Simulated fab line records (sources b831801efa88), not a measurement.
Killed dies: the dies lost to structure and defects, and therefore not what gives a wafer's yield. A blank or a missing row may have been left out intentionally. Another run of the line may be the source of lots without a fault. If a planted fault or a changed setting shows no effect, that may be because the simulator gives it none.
fab line records + flow gf180mcu
record
- lots=13
- wafers=39
- last-day=34
route steps=602 shown DNWELL@41 VT_IMPLANT@99 CONTACT@292
lots with no fault: from the same line, run without faults
start-h: the number of hours between the record's first day and the start of the first shown wafer of the lot + wait-h: time in hours since the lot's previous step + " repeats the value in the row above + L1.1+2: one row covering several wafers at once + - no value, or no start was given + * or withheld: withheld + < > ~ a bound
route shown NAME@n: NAME is a module with steps in the file, n the number in the route of the first one + usual: mean/standard deviation taken from wafers without a fault + same: alike in all rows + chamber/n: place in a boat + sites: per-site readings + _std_site: their standard deviation + _edge_site: outer sites' mean less inner sites' + radius-mm: for every site, how far away it sits from the centre of the wafer + mask NAME#n: copy n + behind: the most recent tool/chamber to have shaped the wafer + hold: why the lot went on hold/how many hours it stayed there/how the hold came to an end + device: transistor that didn't switch, given as n, p or np + end of line: tests of these same wafers at the route's end + a step given without rows: its recipe and nothing more + killed: dies lost to structure and defects at the first sort, not the wafer's yield + map: shows each die of a wafer: x if killed, . if not, _ if none is there
set.NAME: the run value of the setting; set.NAME@STEP: its run value at that earlier step + model.NAME: the simulator's own value behind a step, which no gauge read
route steps across a sampled set of lots; one table per step, one row per wafer
services: when a tool's chamber went out of use (start-h, in hours from the record's first day, below 0 if earlier), for how many hours, and the reason
## steps
# step GF_DNWELL_TW_MEAS_09
# usual
- DNWELL_TW=1360/18
| lot.wafer | tool          | chamber | start-h | wait-h | DNWELL_TW |
|-----------|---------------|---------|---------|--------|-----------|
| L623.3    | film-metro-03 | -       | 41.99   | 0.1    | 1362      |
| L623.4    | "             | -       | "       | "      | 1367      |
| L623.5    | "             | -       | "       | "      | 1367      |
| L624.2    | film-metro-03 | -       | 47.18   | 0.1    | 1382      |
| L624.4    | "             | -       | "       | "      | 1366      |
| L624.6    | "             | -       | "       | "      | 1367      |
| L625.1    | film-metro-03 | -       | 53.24   | 0.1    | 1364      |
| L625.3    | "             | -       | "       | "      | 1363      |
| L625.4    | "             | -       | "       | "      | 1354      |
| L626.3    | film-metro-04 | -       | 57.89   | 0.1    | 1350      |
| L626.5    | "             | -       | "       | "      | 1348      |
| L626.6    | "             | -       | "       | "      | 1349      |
| L627.2    | film-metro-04 | -       | 63.18   | 0.1    | 1373      |
| L627.3    | "             | -       | "       | "      | 1361      |
| L627.6    | "             | -       | "       | "      | 1367      |
| L628.3    | film-metro-01 | -       | 72.14   | 0.1    | 1338      |
| L628.5    | "             | -       | "       | "      | 1328      |
| L628.6    | "             | -       | "       | "      | 1330      |
| L629.1    | film-metro-01 | -       | 74.77   | 0.1    | 1321      |
| L629.4    | "             | -       | "       | "      | 1313      |
| L629.6    | "             | -       | "       | "      | 1321      |
| L630.1    | film-metro-03 | -       | 79.94   | 0.1    | 1362      |
| L630.2    | "             | -       | "       | "      | 1360      |
| L630.3    | "             | -       | "       | "      | 1363      |
| L638.1    | film-metro-03 | -       | 123.09  | 0.1    | 1375      |
| L638.4    | "             | -       | "       | "      | 1371      |
| L638.5    | "             | -       | "       | "      | 1375      |
| L639.1    | film-metro-03 | -       | 130.72  | 0.1    | 1380      |
| L639.2    | "             | -       | "       | "      | 1380      |
| L639.6    | "             | -       | "       | "      | 1387      |
| L643.2    | film-metro-04 | -       | 150.75  | 0.1    | 1346      |
| L643.3    | "             | -       | "       | "      | 1341      |
| L643.5    | "             | -       | "       | "      | 1349      |
| L645.1    | film-metro-04 | -       | 160.39  | 0.1    | 1348      |
| L645.3    | "             | -       | "       | "      | 1358      |
| L645.4    | "             | -       | "       | "      | 1352      |
| L646.3    | film-metro-04 | -       | 164.49  | 0.1    | 1354      |
| L646.5    | "             | -       | "       | "      | 1357      |
| L646.6    | "             | -       | "       | "      | 1353      |
# step GF_VT_IMPLANT_STRIP_09
# recipe
- chemistry=O2/N2
- power-w=1400
- pressure-mtorr=1500
- platen-temp-c=250
- o2-flow-sccm=3000
- n2-flow-sccm=300
- overash-fraction=0.5
# usual
- drypump-motor-current-A=5.8/0.5
- heater-power-w=342/24
- oes-product-au=0.716/0.0048
- strip-time-to-endpoint-s=12.62/0.031
| lot.wafer | tool            | chamber | start-h | wait-h | drypump-motor-current-A | heater-power-w | oes-product-au | rf-hours-counter-h | strip-time-to-endpoint-s |
|-----------|-----------------|---------|---------|--------|-------------------------|----------------|----------------|--------------------|--------------------------|
| L623.3    | plasma-asher-03 | 1       | 110.11  | 0.1    | 6.0                     | 374            | 0.714          | -                  | 12.59                    |
| L623.4    | "               | 0       | "       | "      | 5.6                     | 352            | 0.713          | -                  | 12.62                    |
| L623.5    | "               | 0       | "       | "      | 5.6                     | 351            | 0.717          | -                  | 12.62                    |
| L624.2    | plasma-asher-01 | 0       | 115.98  | 0.1    | 6.6                     | 330            | 0.717          | 33                 | 12.59                    |
| L624.4    | "               | 1       | "       | "      | 5.2                     | 331            | 0.718          | -                  | 12.61                    |
| L624.6    | "               | 0       | "       | "      | 6.6                     | 328            | 0.712          | -                  | 12.64                    |
| L625.1    | plasma-asher-02 | 1       | 124.58  | 0.1    | 5.7                     | 311            | 0.725          | 1                  | 12.64                    |
| L625.3    | "               | 0       | "       | "      | 5.4                     | 307            | 0.714          | -                  | 12.60                    |
| L625.4    | "               | 1       | "       | "      | 5.7                     | 311            | 0.720          | -                  | 12.60                    |
| L626.3    | plasma-asher-03 | 1       | 127.77  | 0.1    | 6.0                     | 382            | 0.717          | -                  | 12.67                    |
| L626.5    | "               | 1       | "       | "      | 6.0                     | 375            | 0.723          | -                  | 12.69                    |
| L626.6    | "               | 0       | "       | "      | 5.6                     | 352            | 0.711          | -                  | 12.66                    |
| L627.2    | plasma-asher-01 | 1       | 133.78  | 0.1    | 5.1                     | 331            | 0.729          | 35                 | 12.60                    |
| L627.3    | "               | 1       | "       | "      | 5.1                     | 337            | 0.706          | -                  | 12.66                    |
| L627.6    | "               | 0       | "       | "      | 6.7                     | 327            | 0.719          | -                  | 12.63                    |
| L628.3    | plasma-asher-03 | 1       | 146.97  | 0.1    | 6.0                     | 384            | 0.714          | -                  | 12.65                    |
| L628.5    | "               | 1       | "       | "      | 6.0                     | 379            | 0.715          | -                  | 12.59                    |
| L628.6    | "               | 0       | "       | "      | 5.6                     | 356            | 0.716          | -                  | 12.62                    |
| L629.1    | plasma-asher-03 | 0       | 148.93  | 0.1    | 5.6                     | 357            | 0.719          | 56                 | 12.66                    |
| L629.4    | "               | 1       | "       | "      | 6.0                     | 381            | 0.716          | -                  | 12.63                    |
| L629.6    | "               | 0       | "       | "      | 5.6                     | 357            | 0.714          | -                  | 12.65                    |
| L630.1    | plasma-asher-03 | 0       | 155.78  | 0.1    | 5.6                     | 338            | 0.717          | 57                 | 12.64                    |
| L630.2    | "               | 1       | "       | "      | 6.0                     | 388            | 0.724          | 57                 | 12.62                    |
| L630.3    | "               | 0       | "       | "      | 5.6                     | 353            | 0.715          | -                  | 12.64                    |
| L638.1    | plasma-asher-01 | 1       | 203.28  | 0.1    | 5.1                     | 321            | 0.717          | 41                 | 12.56                    |
| L638.4    | "               | 1       | "       | "      | 5.1                     | 328            | 0.708          | -                  | 12.53                    |
| L638.5    | "               | 1       | "       | "      | 5.1                     | 333            | 0.711          | -                  | 12.55                    |
| L639.1    | plasma-asher-01 | 1       | 211.42  | 0.1    | 5.1                     | 332            | 0.719          | 42                 | 12.61                    |
| L639.2    | "               | 0       | "       | "      | 6.6                     | 332            | 0.720          | 42                 | 12.64                    |
| L639.6    | "               | 1       | "       | "      | 5.1                     | 342            | 0.711          | -                  | 12.64                    |
| L643.2    | plasma-asher-01 | 1       | 235.03  | 0.1    | 5.1                     | 336            | 0.717          | 45                 | 12.61                    |
| L643.3    | "               | 1       | "       | "      | 5.1                     | 334            | 0.715          | -                  | 12.61                    |
| L643.5    | "               | 1       | "       | "      | 5.1                     | 335            | 0.716          | -                  | 12.62                    |
| L645.1    | plasma-asher-01 | 1       | 245.97  | 0.1    | 5.1                     | 329            | 0.708          | 46                 | 12.62                    |
| L645.3    | "               | 1       | "       | "      | 5.2                     | 323            | 0.721          | -                  | 12.59                    |
| L645.4    | "               | 0       | "       | "      | 6.6                     | 321            | 0.717          | -                  | 12.59                    |
| L646.3    | plasma-asher-01 | 0       | 250.35  | 0.1    | 6.6                     | 327            | 0.716          | -                  | 12.59                    |
| L646.5    | "               | 1       | "       | "      | 5.2                     | 326            | 0.708          | -                  | 12.59                    |
| L646.6    | "               | 0       | "       | "      | 6.6                     | 327            | 0.720          | -                  | 12.62                    |
# step GF_VT_IMPLANT_IMPLANT_41
# recipe
- species=As
- energy-kev=70
- dose-cm2=1.013e+12
- tilt-deg=7
# usual
- beam-energy-keV=70.001/0.021
- tilt-deg=6.996/0.018
# same
- implant-ion-amu=75
| lot.wafer | tool         | chamber | start-h | wait-h | beam-energy-keV | tilt-deg |
|-----------|--------------|---------|---------|--------|-----------------|----------|
| L623.3    | implanter-04 | 0       | 155.98  | 0.1    | 70.024          | 7.019    |
| L623.4    | "            | 0       | "       | "      | 69.969          | 7.029    |
| L623.5    | "            | 0       | "       | "      | 69.984          | 7.026    |
| L624.2    | implanter-01 | 0       | 162.56  | 0.0    | 69.985          | 6.991    |
| L624.4    | "            | 0       | "       | "      | 69.984          | 7.006    |
| L624.6    | "            | 0       | "       | "      | 69.993          | 6.990    |
| L625.1    | implanter-03 | 0       | 170.78  | 0.0    | 69.987          | 7.009    |
| L625.3    | "            | 0       | "       | "      | 69.975          | 6.991    |
| L625.4    | "            | 0       | "       | "      | 70.002          | 6.984    |
| L626.3    | implanter-03 | 0       | 174.08  | 0.1    | 70.027          | 7.014    |
| L626.5    | "            | 0       | "       | "      | 70.011          | 7.022    |
| L626.6    | "            | 0       | "       | "      | 70.004          | 7.023    |
| L627.2    | implanter-01 | 0       | 180.65  | 0.0    | 69.995          | 7.007    |
| L627.3    | "            | 0       | "       | "      | 70.000          | 6.999    |
| L627.6    | "            | 0       | "       | "      | 70.010          | 6.961    |
| L628.3    | implanter-04 | 0       | 194.83  | 0.1    | 69.951          | 6.979    |
| L628.5    | "            | 0       | "       | "      | 69.998          | 6.969    |
| L628.6    | "            | 0       | "       | "      | 69.980          | 6.964    |
| L629.1    | implanter-01 | 0       | 197.58  | 0.0    | 69.996          | 7.009    |
| L629.4    | "            | 0       | "       | "      | 70.030          | 7.021    |
| L629.6    | "            | 0       | "       | "      | 69.996          | 7.007    |
| L630.1    | implanter-04 | 0       | 204.17  | 0.0    | 69.992          | 6.989    |
| L630.2    | "            | 0       | "       | "      | 70.019          | 6.994    |
| L630.3    | "            | 0       | "       | "      | 70.012          | 7.007    |
| L638.1    | implanter-01 | 0       | 257.77  | 0.0    | 79.407          | 6.979    |
| L638.4    | "            | 0       | "       | "      | 79.397          | 6.982    |
| L638.5    | "            | 0       | "       | "      | 79.370          | 7.002    |
| L639.1    | implanter-01 | 0       | 267.27  | 0.0    | 79.415          | 6.977    |
| L639.2    | "            | 0       | "       | "      | 79.393          | 7.004    |
| L639.6    | "            | 0       | "       | "      | 79.438          | 6.998    |
| L643.2    | implanter-04 | 0       | 291.55  | 0.0    | 70.020          | 6.999    |
| L643.3    | "            | 0       | "       | "      | 70.008          | 7.017    |
| L643.5    | "            | 0       | "       | "      | 70.025          | 6.991    |
| L645.1    | implanter-04 | 0       | 304.42  | 0.0    | 69.970          | 6.981    |
| L645.3    | "            | 0       | "       | "      | 70.018          | 6.957    |
| L645.4    | "            | 0       | "       | "      | 69.969          | 6.981    |
| L646.3    | implanter-04 | 0       | 308.72  | 0.1    | 69.999          | 6.984    |
| L646.5    | "            | 0       | "       | "      | 70.006          | 6.999    |
| L646.6    | "            | 0       | "       | "      | 70.002          | 7.033    |
# step GF_VT_IMPLANT_TW_MEAS_43
# usual
- VT_IMPLANT_4_TW=691/11
| lot.wafer | tool          | chamber | start-h | wait-h | VT_IMPLANT_4_TW |
|-----------|---------------|---------|---------|--------|-----------------|
| L623.3    | film-metro-02 | -       | 156.20  | 0.1    | 685             |
| L623.4    | "             | -       | "       | "      | 683             |
| L623.5    | "             | -       | "       | "      | 686             |
| L624.2    | film-metro-01 | -       | 162.79  | 0.1    | 685             |
| L624.4    | "             | -       | "       | "      | 683             |
| L624.6    | "             | -       | "       | "      | 681             |
| L625.1    | film-metro-03 | -       | 171.03  | 0.1    | 705             |
| L625.3    | "             | -       | "       | "      | 705             |
| L625.4    | "             | -       | "       | "      | 708             |
| L626.3    | film-metro-03 | -       | 174.30  | 0.1    | 708             |
| L626.5    | "             | -       | "       | "      | 704             |
| L626.6    | "             | -       | "       | "      | 701             |
| L627.2    | film-metro-01 | -       | 180.89  | 0.1    | 680             |
| L627.3    | "             | -       | "       | "      | 679             |
| L627.6    | "             | -       | "       | "      | 679             |
| L628.3    | film-metro-02 | -       | 195.05  | 0.1    | 687             |
| L628.5    | "             | -       | "       | "      | 683             |
| L628.6    | "             | -       | "       | "      | 685             |
| L629.1    | film-metro-01 | -       | 197.83  | 0.1    | 680             |
| L629.4    | "             | -       | "       | "      | 682             |
| L629.6    | "             | -       | "       | "      | 685             |
| L630.1    | film-metro-01 | -       | 204.42  | 0.1    | 682             |
| L630.2    | "             | -       | "       | "      | 683             |
| L630.3    | "             | -       | "       | "      | 686             |
| L638.1    | film-metro-03 | -       | 258.02  | 0.1    | 726             |
| L638.4    | "             | -       | "       | "      | 731             |
| L638.5    | "             | -       | "       | "      | 730             |
| L639.1    | film-metro-03 | -       | 267.52  | 0.1    | 730             |
| L639.2    | "             | -       | "       | "      | 728             |
| L639.6    | "             | -       | "       | "      | 726             |
| L643.2    | film-metro-01 | -       | 291.78  | 0.1    | 677             |
| L643.3    | "             | -       | "       | "      | 677             |
| L643.5    | "             | -       | "       | "      | 683             |
| L645.1    | film-metro-03 | -       | 304.67  | 0.1    | 709             |
| L645.3    | "             | -       | "       | "      | 710             |
| L645.4    | "             | -       | "       | "      | 713             |
| L646.3    | film-metro-02 | -       | 308.94  | 0.1    | 685             |
| L646.5    | "             | -       | "       | "      | 687             |
| L646.6    | "             | -       | "       | "      | 687             |
# step GF_CONTACT_BOW_MEAS_05
# recipe
- mode=bow
# usual
- CONTACT_BOW=66/6.6
| lot.wafer | tool          | chamber | start-h | wait-h | CONTACT_BOW[um] |
|-----------|---------------|---------|---------|--------|-----------------|
| L623.3    | film-metro-04 | -       | 345.53  | 0.2    | 58              |
| L623.4    | "             | -       | "       | "      | 64              |
| L623.5    | "             | -       | "       | "      | 62              |
| L624.2    | film-metro-02 | -       | 353.44  | 0.2    | 68              |
| L624.4    | "             | -       | "       | "      | 60              |
| L624.6    | "             | -       | "       | "      | 68              |
| L625.1    | film-metro-02 | -       | 366.33  | 0.1    | 63              |
| L625.3    | "             | -       | "       | "      | 66              |
| L625.4    | "             | -       | "       | "      | 76              |
| L626.3    | film-metro-01 | -       | 366.74  | 0.3    | 78              |
| L626.5    | "             | -       | "       | "      | 70              |
| L626.6    | "             | -       | "       | "      | 62              |
| L627.2    | film-metro-01 | -       | 375.28  | 0.2    | 61              |
| L627.3    | "             | -       | "       | "      | 70              |
| L627.6    | "             | -       | "       | "      | 57              |
| L628.3    | film-metro-01 | -       | 388.23  | 0.2    | 71              |
| L628.5    | "             | -       | "       | "      | 75              |
| L628.6    | "             | -       | "       | "      | 66              |
| L629.1    | film-metro-02 | -       | 393.21  | 0.2    | 62              |
| L629.4    | "             | -       | "       | "      | 70              |
| L629.6    | "             | -       | "       | "      | 75              |
| L630.1    | film-metro-01 | -       | 404.65  | 0.2    | 64              |
| L630.2    | "             | -       | "       | "      | 64              |
| L630.3    | "             | -       | "       | "      | 74              |
| L638.1    | film-metro-01 | -       | 471.84  | 0.1    | 59              |
| L638.4    | "             | -       | "       | "      | 71              |
| L638.5    | "             | -       | "       | "      | 63              |
| L639.1    | film-metro-02 | -       | 482.40  | 0.2    | 67              |
| L639.2    | "             | -       | "       | "      | 67              |
| L639.6    | "             | -       | "       | "      | 79              |
| L643.2    | film-metro-02 | -       | 511.32  | 0.2    | 62              |
| L643.3    | "             | -       | "       | "      | 74              |
| L643.5    | "             | -       | "       | "      | 60              |
| L645.1    | film-metro-02 | -       | 524.20  | 0.2    | 72              |
| L645.3    | "             | -       | "       | "      | 74              |
| L645.4    | "             | -       | "       | "      | 64              |
| L646.3    | film-metro-04 | -       | 529.07  | 0.3    | 62              |
| L646.5    | "             | -       | "       | "      | 65              |
| L646.6    | "             | -       | "       | "      | 60              |
## services
| tool            | chamber | start-h | hours | kind       |
|-----------------|---------|---------|-------|------------|
| plasma-asher-01 | -       | 90.18   | 2.4   | repair     |
| implanter-01    | -       | 98.60   | 1.7   | repair     |
| implanter-01    | -       | 103.87  | 2.5   | repair     |
| plasma-asher-02 | -       | 108.75  | 9.0   | pm         |
| plasma-asher-02 | 0       | 108.75  | 9.0   | vent-cycle |
| plasma-asher-02 | 1       | 108.75  | 9.0   | vent-cycle |
| plasma-asher-02 | -       | 112.58  | 3.6   | repair     |
| plasma-asher-02 | 0       | 117.75  | -     | clean      |
| plasma-asher-02 | 1       | 117.75  | -     | clean      |
| implanter-04    | -       | 160.48  | 5.1   | pm         |
| implanter-04    | -       | 225.39  | 2.2   | repair     |
| implanter-03    | -       | 255.59  | 60.5  | pm         |
## key
first-sign
- step=GF_VT_IMPLANT_IMPLANT_41
- reading=beam-energy-keV
- direction=up
- sigmas=99+
- usual=70.001
- struck=79.403
effect
- step=GF_VT_IMPLANT_TW_MEAS_43
- reading=VT_IMPLANT_4_TW
- direction=up
- sigmas=3.3
- usual=691
- struck=729
met-at GF_VT_IMPLANT_IMPLANT_41
struck-lots L638,L639
tester-left-out L638,L639
not-acting-at GF_DNWELL_TW_MEAS_09,GF_VT_IMPLANT_STRIP_09,GF_CONTACT_BOW_MEAS_05
onset-between 197.58 257.77
fault
- kind=process-parameter-drift
- tool=implanter-01
- chamber=-
- onset-h=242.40
- steps=GF_VT_IMPLANT_IMPLANT_41
- channel=energy-kev
- offset=9.4027
- shape=step
- end-h=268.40
- acts-in=these-recipes-only
- stated=70
# tester-left-out: of these lots the tester's yield and bins aren't shown, on N5 and GAA mostly nor the transistor test; their killed dies are dies lost to structure and defects alone, not to doping, threshold or leakage, so they don't give the yield
